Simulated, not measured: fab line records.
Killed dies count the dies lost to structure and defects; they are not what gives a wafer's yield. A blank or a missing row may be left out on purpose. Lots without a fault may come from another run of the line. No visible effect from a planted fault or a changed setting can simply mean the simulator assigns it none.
The tool behind it: which one? + flow sky130 + 11 lots with 33 wafers sampled at 4 steps, on a route of 708 steps

## WHAT THE GAUGES SHOWED, per wafer
SKY_CAP2M_THK_MEAS_01.
| lot  | measured     | on            | CAP2M_CVD_00_THK (nm) |
|------|--------------|---------------|-----------------------|
| L757 | day 39 13:02 | film_metro-04 | 15.71 15.72 15.83     |
| L758 | day 40 00:37 | film_metro-03 | 15.17 15.47 15.38     |
| L760 | day 40 18:13 | film_metro-02 | 15.46 15.32 15.65     |
| L762 | day 41 21:55 | film_metro-04 | 15.39 15.34 15.89     |
| L765 | day 42 10:14 | film_metro-04 | 15.11 15.51 15.42     |
| L767 | day 42 19:58 | film_metro-03 | 15.63 15.79 15.51     |
| L771 | day 43 22:57 | film_metro-04 | 15.38 15.35 15.56     |
| L772 | day 44 06:25 | film_metro-03 | 15.39 15.41 21.71     |
| L773 | day 44 11:22 | film_metro-03 | 21.40 15.31 15.30     |
| L778 | day 45 19:23 | film_metro-03 | 15.57 15.83 15.80     |
| L780 | day 46 01:14 | film_metro-03 | 15.39 15.68 15.71     |

## EACH LOT AND THE TOOL THAT RAN IT (in order: tool; ch and the chambers of the sampled wafers; start)
| lot  | SKY_CAPM_SPUTTER_02          | SKY_VIA3_SPUTTER_20          | SKY_CAP2M_CVD_00                |
|------|------------------------------|------------------------------|---------------------------------|
| L757 | pvd_sputter-03, day 36 02:57 | pvd_sputter-03, day 39 10:44 | pecvd-04 ch 1,2, day 39 12:59   |
| L758 | pvd_sputter-02, day 36 17:07 | pvd_sputter-03, day 39 23:44 | pecvd-01 ch 0,1, day 40 00:34   |
| L760 | pvd_sputter-03, day 37 11:13 | pvd_sputter-04, day 40 17:22 | pecvd-01 ch 0,1,2, day 40 18:11 |
| L762 | pvd_sputter-03, day 38 16:56 | pvd_sputter-04, day 41 21:02 | pecvd-04 ch 0,1,2, day 41 21:53 |
| L765 | pvd_sputter-02, day 39 05:43 | pvd_sputter-01, day 42 09:14 | pecvd-01 ch 0,1,2, day 42 10:12 |
| L767 | pvd_sputter-03, day 39 16:02 | pvd_sputter-01, day 42 19:06 | pecvd-01 ch 0,1,2, day 42 19:55 |
| L771 | pvd_sputter-03, day 40 20:47 | pvd_sputter-04, day 43 22:07 | pecvd-04 ch 0,2, day 43 22:56   |
| L772 | pvd_sputter-02, day 41 03:32 | pvd_sputter-04, day 44 05:35 | pecvd-01 ch 0,1,2, day 44 06:23 |
| L773 | pvd_sputter-03, day 41 09:47 | pvd_sputter-03, day 44 10:31 | pecvd-01 ch 0,1,2, day 44 11:20 |
| L778 | pvd_sputter-04, day 42 21:07 | pvd_sputter-01, day 45 18:32 | pecvd-03 ch 0,1,2, day 45 19:22 |
| L780 | pvd_sputter-03, day 43 02:40 | pvd_sputter-01, day 46 00:11 | pecvd-04 ch 1,2, day 46 01:12   |
- SKY_CAPM_SPUTTER_02: material TiN, target thk 200 nm, time 166.7 s.
- SKY_VIA3_SPUTTER_20: material TiN, target thk 20 nm, time 80 s.
- SKY_CAP2M_CVD_00: deposits SiO2, target thk 15.5 nm.

## THE ANSWER, worked out from the rows above alone
Rule: usual is defined by the lots themselves. Put in order of their means at a reading, lots are off if they are a third of the lots or fewer, leave a main group of 4 or more, and stand apart from it by a gap of 3 or more times the standard deviation of the main group's means; of several such gaps the widest counts. The tables above print the reading to a certain number of digits; a main group whose means all agree to those digits is not used. A lot without any number at a reading at which 4 lots or more have one is off too. All remaining lots with rows at the step are treated as sound.
Off: L772, L773, seen at SKY_CAP2M_THK_MEAS_01 (CAP2M_CVD_00_THK). The main group has a mean of 15.54 nm with a standard deviation of 0.15.
If a tool, at a process step before that reading, ran all the lots that are off and no sound lot after the first of them, it fits. Gauges at SKY_CAP2M_THK_MEAS_01: tried the same way as those tools. One fits: pecvd-01 at SKY_CAP2M_CVD_00. A fault onset in the window from L767 (day 42 19:55, its last sound lot) to L772 (day 44 06:23, its first lot off) fits.

## WHAT WAS PUT IN BY THE SIMULATOR
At SKY_CAP2M_CVD_00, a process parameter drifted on pecvd-01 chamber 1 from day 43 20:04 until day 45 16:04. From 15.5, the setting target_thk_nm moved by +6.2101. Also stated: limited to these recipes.
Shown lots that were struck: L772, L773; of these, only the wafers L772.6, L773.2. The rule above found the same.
